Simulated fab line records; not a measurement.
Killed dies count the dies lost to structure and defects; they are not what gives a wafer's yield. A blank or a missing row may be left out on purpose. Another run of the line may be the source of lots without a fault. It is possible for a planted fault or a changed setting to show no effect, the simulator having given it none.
A struck lot beside a sound one / flow gf180mcu / 14 out of 602 route steps
Sound: wafers L669.2, L669.4, L669.5. Struck: wafers L686.5, L686.6. (L686.2 of the same lot was not struck and is left out.) The cause comes at the end.
At each step with rows: each side's tool, then ch and its chambers, then its first start. Under that, the readings that differ: sound wafers / struck wafers / difference of the means / sigmas: that difference in standard deviations of wafers without a fault.
alike: words and numbers the same on both sides, and readings whose means are apart by under 2 such deviations; not compared: readings that were withheld, readings missing a value for some wafer, numbers with overlapping values and no deviation given by the record, and bounds like >300 which may hide the same value.
The two part at a step that has a row with sigmas, a row that says differs or no value, or rows on one side only. Numbers that have no deviation but don't overlap get no sigmas and don't part them. A reading that every wafer of one side lacks parts them only if that side has two wafers or more.

GF_V2_OVL_MEAS_15:
  sound on overlay-02, day 21 22:26; struck on overlay-01, day 27 02:50
  alike: V2_OVL
GF_V2_ETCH_16: etches BARC in N2/H2.
  sound on rieDiel-03 ch 0,1, day 21 22:28; struck on rieDiel-02 ch 0,1, day 27 02:52
  alike: drypumpMotorCurrentA, oesProductAu, throttleValvePct
GF_V2_ETCH_17: etches SiO2 in C4F8/O2/Ar, stops on TiN, target depth 630 nm.
  sound on rieDiel-03 ch 0,1; struck on rieDiel-02 ch 0,1
  alike: oesProductAu
GF_V2_STRIP_18: strips in O2/N2.
  sound on plasmaAsher-04 ch 0,1, day 21 22:36; struck on plasmaAsher-01 ch 0,1, day 27 03:00
  alike: drypumpMotorCurrentA, heaterPowerW, o2FlowSccm, oesProductAu
  not compared: rfHoursCounterH
then, 3 steps without rows for these wafers: GF_V2_STRIP_19 (strips in post etch residue remover, time 1200 s); GF_V2_CLEAN_20 (cleans in DIW); GF_V2_SPUTTER_21 (material Ti, target thk 15 nm, time 80.02 s).
GF_V2_SPUTTER_22: material TiN, target thk 10 nm, time 40 s.
  sound on pvdSputter-03, day 21 23:11; struck on pvdSputter-03, day 27 03:38
  alike: throttleValvePct
then, 1 step without rows for these wafers: GF_V2_CVD_23 (deposits W, target thk 350 nm, time 104.94 s).
GF_V2_RS_MEAS_24: a four-point-probe measurement.
  sound on filmMetro-02, day 21 23:22; struck on filmMetro-04, day 27 03:48
reading=V2_W_RS (ohm/sq); sound=0.329 0.325 0.326; struck=0.337 0.339; difference=+0.011; sigmas=+2
GF_V2_THK_MEAS_25: measures by xrf.
  sound on filmMetro-02, day 21 23:28; struck on filmMetro-04, day 27 03:55
reading=V2_W_THK (nm); sound=355 359 358; struck=345 343; difference=-13; sigmas=-2
then, 1 step without rows for these wafers: GF_V2_CMP_26 (polishes, stops on SiO2, t overpolish 15 s, target thk 0 nm).
GF_M3_SPUTTER_00: material Ti, target thk 37.5 nm, time 150 s.
  sound on pvdSputter-01, day 21 23:49; struck on pvdSputter-01, day 27 04:16
reading=model.Ti_of_M3_SPUTTER_00.thkNm (nm); sound=36.86 37.1 36.86; struck=35.49 35.66; difference=-1.36; sigmas=
  alike: throttleValvePct
GF_M3_SPUTTER_01: material TiN, target thk 30 nm, time 25 s.
  sound on pvdSputter-01, day 21 23:55; struck on pvdSputter-01, day 27 04:22
  alike: throttleValvePct

WHERE THEY PART
Last at GF_V2_THK_MEAS_25 as far as this record goes, first at GF_V2_RS_MEAS_24. Later steps at which nothing parts them and some readings are alike: GF_M3_SPUTTER_00, GF_M3_SPUTTER_01.

WHY: the cause the simulator had injected
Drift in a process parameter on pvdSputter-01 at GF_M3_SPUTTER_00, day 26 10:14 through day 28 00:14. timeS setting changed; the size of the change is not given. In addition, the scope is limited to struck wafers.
